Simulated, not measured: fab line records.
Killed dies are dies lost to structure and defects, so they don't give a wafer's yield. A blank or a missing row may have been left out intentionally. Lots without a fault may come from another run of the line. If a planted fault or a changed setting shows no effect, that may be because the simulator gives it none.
Which tool was responsible? + flow gf180mcu + 7 lots, 21 wafers sampled, at 2 steps of a route of 602

## WHAT THE GAUGES SHOWED, per wafer
GF_V5_BOW_MEAS_05.
| lot  | measured     | on           | V5_BOW (um) |
|------|--------------|--------------|-------------|
| L535 | day 26 17:07 | filmMetro-01 | 124 118 119 |
| L539 | day 27 22:07 | filmMetro-03 | 135 119 135 |
| L541 | day 28 14:35 | filmMetro-03 | 137 136 126 |
| L544 | day 29 14:20 | filmMetro-03 | 139 127 123 |
| L548 | day 30 17:10 | filmMetro-03 | 127 127 133 |
| L554 | day 32 06:24 | filmMetro-03 | 133 136 144 |
| L557 | day 32 23:17 | filmMetro-01 | 149 137 156 |

## EACH LOT AND THE TOOL THAT RAN IT (in order: tool; ch and the chambers of the sampled wafers; start)
| lot  | GF_CONTACT_ETCH_17                |
|------|-----------------------------------|
| L535 | rieDiel-03 ch 2,3, day 16 12:00   |
| L539 | rieDiel-04 ch 0,1,3, day 17 21:00 |
| L541 | rieDiel-02 ch 0,1,2, day 18 18:00 |
| L544 | rieDiel-02 ch 0,1, day 20 00:00   |
| L548 | rieDiel-04 ch 0,2,3, day 21 11:00 |
| L554 | rieDiel-02 ch 0,1, day 23 12:00   |
| L557 | rieDiel-03 ch 1,3, day 24 07:00   |
- GF_CONTACT_ETCH_17: etches SiO2 in C4F8/O2/Ar, stops on CoSi2, target depth 860 nm.

## THE ANSWER, worked out from the rows above alone
Rule: usual is defined by the lots themselves. Put in order of their means at a reading, lots are off if they are a third of the lots or fewer, leave a main group of 4 or more, and stand apart from it by a gap of 3 or more times the standard deviation of the main group's means; of several such gaps the widest counts. If all means in a main group match to the digits the tables above print for the reading, that group is not used. A lot without any number at a reading at which 4 lots or more have one is off too. All remaining lots with rows at the step are treated as sound.
None of the lots is off at any reading shown; this tells nothing.

## WHAT HAD BEEN PUT IN BY THE SIMULATOR
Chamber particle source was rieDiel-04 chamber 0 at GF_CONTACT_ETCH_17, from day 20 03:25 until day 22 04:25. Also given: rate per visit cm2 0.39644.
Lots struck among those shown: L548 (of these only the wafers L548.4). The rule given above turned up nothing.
